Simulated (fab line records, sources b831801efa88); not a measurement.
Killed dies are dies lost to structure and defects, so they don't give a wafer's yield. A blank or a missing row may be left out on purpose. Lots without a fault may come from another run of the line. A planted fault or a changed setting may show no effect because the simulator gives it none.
Chamber matching | flow sky130 | SKY_VIA4_CMP_21 on cmp-02: 4 sister chambers
The step polishes, stops on SiO2, t overpolish 25 s, target thk 0 nm. 4 wafers are shown with their chamber, then 9 later ones without.

WAFERS WITH THEIR CHAMBER
wafer  | chamber | motor_current_A (A)
L088.3 | 1       | 9.2
L090.1 | 2       | 14.1
L091.2 | 0       | 10.7
L091.6 | 3       | 12.4

WAFERS WITHOUT THEIR CHAMBER
wafer  | motor_current_A (A)
L092.1 | 13.3
L092.2 | 12.8
L092.4 | 11.0
L094.2 | 13.0
L094.3 | 14.1
L094.5 | 11.4
L096.1 | 9.5
L096.5 | 12.7
L096.6 | 14.3

WHICH CHAMBER EACH WENT THROUGH
wafer  | from the rows above     | in truth
L092.1 | can't be placed: 2 or 3 | 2
L092.2 | can't be placed: 3 or 2 | 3
L092.4 | 0                       | 0
L094.2 | can't be placed: 3 or 2 | 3
L094.3 | 2                       | 2
L094.5 | can't be placed: 0 or 3 | 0
L096.1 | can't be placed: 1 or 0 | 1
L096.5 | 3                       | 3
L096.6 | 2                       | 2
Placed correctly: 4 of 9. Can't be placed from these rows: 5 (the true chamber is among the candidates in 5). Placed wrongly: 0.
How it was worked out, from the rows above alone: a wafer's distance from a chamber is the root of the sum, over the readings, of the square of ((its reading less the chamber's mean) divided by the reading's scatter). The wafer belongs to the nearest chamber; if the next one is less than 2 further off, it can't be placed. A chamber's mean is the mean of its shown wafers. The scatter: with one shown wafer a chamber, the root of the mean of the squares of how far each hidden wafer lies from its nearest shown one.
